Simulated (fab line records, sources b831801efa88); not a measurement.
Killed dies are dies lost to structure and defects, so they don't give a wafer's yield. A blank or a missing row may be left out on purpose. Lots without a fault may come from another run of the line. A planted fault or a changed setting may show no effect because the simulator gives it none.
Which tool did it? | flow gf180mcu | 6 lots, 18 wafers sampled, at 3 steps of a route of 602

WHAT THE GAUGES READ, wafer by wafer
GF_HV_LDD_CD_MEAS_07: target cd 400 nm.
lot  | measured     | on        | cd_nm (nm)
L507 | day 10 16:41 | cd_sem-01 | 401.5 400.3 400.9
L511 | day 11 19:40 | cd_sem-02 | 403.7 402.6 400.9
L513 | day 12 11:53 | cd_sem-02 | 399.6 398.3 396.4
L523 | day 15 15:26 | cd_sem-01 | 404.2 404.0 404.4
L525 | day 16 01:34 | cd_sem-02 | 397.3 394.3 396.2
L527 | day 16 18:26 | cd_sem-01 | 402.5 402.3 400.7

WHICH TOOL RAN EACH LOT (tool, then ch and the chambers of the sampled wafers, then the start)
lot  | GF_VT_IMPLANT_STRIP_42               | GF_HV_LDD_EXPOSE_04
L507 | plasma_asher-04 ch 0,1, day 8 04:43  | iline_stepper-01 ch 0, day 10 07:19
L511 | plasma_asher-03 ch 0,1, day 9 05:05  | iline_stepper-02 ch 0, day 11 10:14
L513 | plasma_asher-04 ch 1, day 9 20:58    | iline_stepper-01 ch 0, day 12 02:29
L523 | plasma_asher-03 ch 0,1, day 12 15:37 | iline_stepper-02 ch 0, day 15 04:28
L525 | plasma_asher-04 ch 0,1, day 13 04:08 | iline_stepper-02 ch 0, day 15 15:17
L527 | plasma_asher-04 ch 0,1, day 13 17:58 | iline_stepper-01 ch 0, day 16 06:31
- GF_VT_IMPLANT_STRIP_42: strips in O2/N2.
- GF_HV_LDD_EXPOSE_04: exposes mask Nplus LV AREA, target cd 400 nm.

THE ANSWER, worked out from the rows above alone
Rule: what is usual is taken from the lots themselves. Put in order of their means at a reading, lots are off if they are a third of the lots or fewer, leave a main group of 4 or more, and stand apart from it by a gap of 3 or more times the standard deviation of the main group's means; of several such gaps the widest counts. A main group whose means are all the same, to the digits that the tables above print for the reading, isn't used. A lot without any number at a reading at which 4 lots or more have one is off too. The other lots that the step has rows for count as sound.
No lot is off at any reading shown: from this, nothing can be told.

WHAT THE SIMULATOR HAD PUT IN
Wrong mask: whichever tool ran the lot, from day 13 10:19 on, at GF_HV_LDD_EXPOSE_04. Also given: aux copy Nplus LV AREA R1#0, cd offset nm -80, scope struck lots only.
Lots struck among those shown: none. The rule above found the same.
